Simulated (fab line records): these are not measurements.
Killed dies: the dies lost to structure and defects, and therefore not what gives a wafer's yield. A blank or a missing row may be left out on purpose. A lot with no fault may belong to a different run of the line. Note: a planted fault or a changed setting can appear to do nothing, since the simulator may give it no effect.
Problem report, 8D (eight disciplines) form, completed by code + flow gf180mcu + the parts of the form that need people (team, actions taken, sign-off) are left out

== 1. WHAT WENT WRONG ==
Wafers free of any fault read 1214 (standard deviation 7.4) for VT_IMPLANT_2_TW at GF_VT_IMPLANT_TW_MEAS_21, against a mean of 1149 on 9 wafers of 3 lots. That puts it -8.8 standard deviations away from the usual mean.
Earliest sighting: wafer L973.1 on film metro-04 at day 8 12:55. The record holds 33 wafers of 11 lots with a number at this step. By rule, "out" or "out of limits" means more than 4 standard deviations away from the usual mean. The rest of the wafers with a number are treated as sound.

== 2. WHAT IT IS, WHAT IT ISN'T ==
| question                    | is                           | is not                                                                                      |
|-----------------------------|------------------------------|---------------------------------------------------------------------------------------------|
| which readings at this step | VT_IMPLANT_2_TW              | -                                                                                           |
| which lots                  | L973, L975, L977             | L966, L967, L971, L980, L983, L984, L987, L988                                              |
| which wafers of those lots  | all that have a number       | -                                                                                           |
| read on which gauges        | film metro-01, film metro-04 | film metro-02                                                                               |
| when                        | from day 8 12:55             | up to then (9 sound wafers); but 15 sound wafers of L980, L983, L984, L987, L988 came after |

== 3. WHAT RULES OUT EACH SUSPECT ==
Counting: any tool at a process step up to the reading is kept as a suspect provided that every lot that is out went through it and no sound lot did after the first of them.
- the gauge at GF_VT_IMPLANT_TW_MEAS_21: ruled out. 2 gauges (film metro-01, film metro-04) read the wafers that are out.
- implanter-01 at GF_VT_IMPLANT_IMPLANT_19: kept. It ran every lot that is out, first L973 (day 8 12:40), and no sound lot after that; its last sound lot up to then is L971 (day 8 02:24). Its own beam energy keV readings are out on those wafers.
Left after counting: implanter-01 at GF_VT_IMPLANT_IMPLANT_19.

== 4. THE CAUSE (what the simulator had put in) ==
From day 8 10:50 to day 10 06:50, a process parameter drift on implanter-01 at GF_VT_IMPLANT_IMPLANT_19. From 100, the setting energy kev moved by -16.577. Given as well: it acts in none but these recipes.
After counting, this tool was the only one left.

== 5. SEQUENCE OF EFFECTS, ordered by route ==
One row per reading whose mean, taken over the struck wafers that have a number, lies over 3 standard deviations from the usual. Readings are gone through only where the record gives a usual standard deviation; hours: the median, over the lots, of the time from a lot's start at the first step in this table giving one to that lot's start at this step; sigmas: the change measured in usual standard deviations.
| hours | step                     | reading         | usual  | on struck wafers | change | sigmas      |
|-------|--------------------------|-----------------|--------|------------------|--------|-------------|
| 0     | GF_VT_IMPLANT_IMPLANT_19 | beam energy keV | 100.00 | 83.44            | -16.56 | -99 or more |
| 0     | GF_VT_IMPLANT_TW_MEAS_21 | VT_IMPLANT_2_TW | 1214   | 1149             | -65    | -8.8        |
It contains these process steps:
- GF_VT_IMPLANT_IMPLANT_19

== 6. HOW IT WOULD HAVE BEEN CAUGHT EARLIER ==
2 hours passed between the start of the fault at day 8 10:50 and the first reading out of limits at a measuring or inspecting step in this record, taken at day 8 12:55.
At GF_VT_IMPLANT_IMPLANT_19, the tool's own readings (beam energy keV) were out on each struck wafer the step has a row for, so an alarm limit on them would have fired on the first such wafer.
Of the lots that are out (3), L975, L977 began GF_VT_IMPLANT_IMPLANT_19 on implanter-01 after day 8 12:55. A hold on the tool at that time would have spared those 2.
